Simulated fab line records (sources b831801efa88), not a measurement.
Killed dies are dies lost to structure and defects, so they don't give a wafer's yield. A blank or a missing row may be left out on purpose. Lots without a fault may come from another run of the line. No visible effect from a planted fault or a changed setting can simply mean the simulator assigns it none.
A lot that was struck, set against a sound lot ; flow gf180mcu ; 21 out of 602 route steps
Sound: these wafers, L606.2, L606.3, L606.4. Wafers L604.1, L604.2, L604.4 were the ones struck. The cause comes at the end.
For every step that has rows: the tool of each side, followed by ch and its chambers, followed by its first start. Under that, the readings that differ: sound wafers ; struck wafers ; difference of the means ; sigmas: that difference in standard deviations of wafers without a fault.
alike: same words and numbers on both sides, and readings whose means sit less than 2 such deviations apart. not compared: any withheld reading, any reading some wafer has no value for, any bound like >300 that may hide the same value, and any number with overlapping values for which the record gives no deviation.
A row with sigmas, a row that says differs or no value, or rows on one side alone: a step with any of these is where the two part. Numbers that have no deviation but don't overlap get no sigmas and don't part them. A reading that every wafer of one side lacks parts them only if that side has two wafers or more.

first, 2 steps without rows for these wafers: GF_M3_CLEAN_19 (cleans in DIW); GF_V3_CVD_00 (deposits SiO2, target thk 600 nm, time 100 s).
GF_V3_THK_MEAS_01:
  sound: filmMetro-01 at day 24 07:43; struck: filmMetro-03 at day 23 21:17
  alike: V3_CVD_00_THK
GF_V3_CVD_02: deposits SiO2 from TEOS, target thk 850 nm, time 94.851 s.
  sound on pecvd-04 ch 0,1,2, day 24 07:46; struck on pecvd-01 ch 0,1,2, day 23 21:21
  alike: heaterPowerW
GF_V3_THK_MEAS_03:
  sound: filmMetro-01 at day 24 07:51; struck: filmMetro-04 at day 23 21:25
  alike: V3_CVD_02_THK
GF_V3_CMP_04: polishes SiO2.
  sound on cmp-01 ch 0,1,3, day 24 07:54; struck on cmp-01 ch 0,1,2, day 23 21:29
  alike: motorCurrentA, timeToEndpointS
GF_V3_BOW_MEAS_05:
  sound: filmMetro-03 at day 24 08:13; struck: filmMetro-04 at day 23 21:47
  alike: V3_BOW
then, 5 steps without rows for these wafers: GF_V3_DEHYDRATE_06 (time 60 s); GF_V3_HMDS_07 (prime time 60 s); GF_V3_COAT_08; GF_V3_COAT_09 (resist thk 1000 nm); GF_V3_SOFTBAKE_10 (time 60 s).
GF_V3_EXPOSE_11: exposes mask Via3, target cd 260 nm.
  sound on krfScanner-01 ch 0, day 24 19:19; struck on krfScanner-02 ch 0, day 24 08:40
reading;sound;struck;difference;sigmas
exposureDoseMJCm2;37.98 38.01 38.00;37.72 37.73 37.71;-0.28;-6
  alike: mask, stageVelMmS
then, 2 steps without rows for these wafers: GF_V3_PEB_12 (peb time 90 s); GF_V3_DEVELOP_13 (develop time 60 s).
GF_V3_CD_MEAS_14 targets a cd of 260 nm.
  sound: cdSem-01 at day 25 06:13; struck: cdSem-01 at day 24 19:23
reading;sound;struck;difference;sigmas
cdNm (nm);259.2 259.4 258.9;261.4 266.1 261.4;+3.8;+3
GF_V3_OVL_MEAS_15:
  sound: overlay-01 at day 25 06:19; struck: overlay-02 at day 24 19:30
  alike: V3_OVL
GF_V3_ETCH_16: etches BARC in N2/H2.
  sound on rieDiel-04 ch 0,1,2, day 25 06:21; struck on rieDiel-03 ch 0,1,3, day 24 19:32
reading;sound;struck;difference;sigmas
model.V3.cdNm (nm);259.4 259.2 258.8;261.8 266.2 262;+4.2;
  alike: chamberPressureMTorr, drypumpMotorCurrentA, h2FlowSccm, n2FlowSccm, oesProductAu, throttleValvePct
GF_V3_ETCH_17: etches SiO2 in C4F8/O2/Ar, stops on TiN, target depth 635 nm.
  sound on rieDiel-04 ch 0,1,2; struck on rieDiel-03 ch 0,1,3
reading;sound;struck;difference;sigmas
model.V3.cdNm (nm);259.3 260.1 259.1;261.2 266.4 262.8;+4.0;
  alike: chamberPressureMTorr, oesProductAu
GF_V3_STRIP_18: strips in O2/N2.
  sound on plasmaAsher-04 ch 0,1, day 25 06:29; struck on plasmaAsher-02 ch 0,1, day 24 19:40
  alike: chamberPressureMTorr, drypumpMotorCurrentA, heaterPowerW, n2FlowSccm, o2FlowSccm, oesProductAu
  not compared: rfHoursCounterH
-- the record jumps here: 6 days lie between the struck wafers' starts before and after (it left off in module V3 and takes up again in module PASSIVATION, whose first step shown is number 602 of the route) --
GF_PASSIVATION_PROBE_99:
  rows exist in the record for the struck wafers here (prober-02, day 31 01:23), but not for the sound ones

WHERE THEY PART
First at GF_V3_EXPOSE_11; last, within this record, at GF_PASSIVATION_PROBE_99.

WHY: whatever the simulator had introduced
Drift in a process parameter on krfScanner-02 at GF_V3_EXPOSE_11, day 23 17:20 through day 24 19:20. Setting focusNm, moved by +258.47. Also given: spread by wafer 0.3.
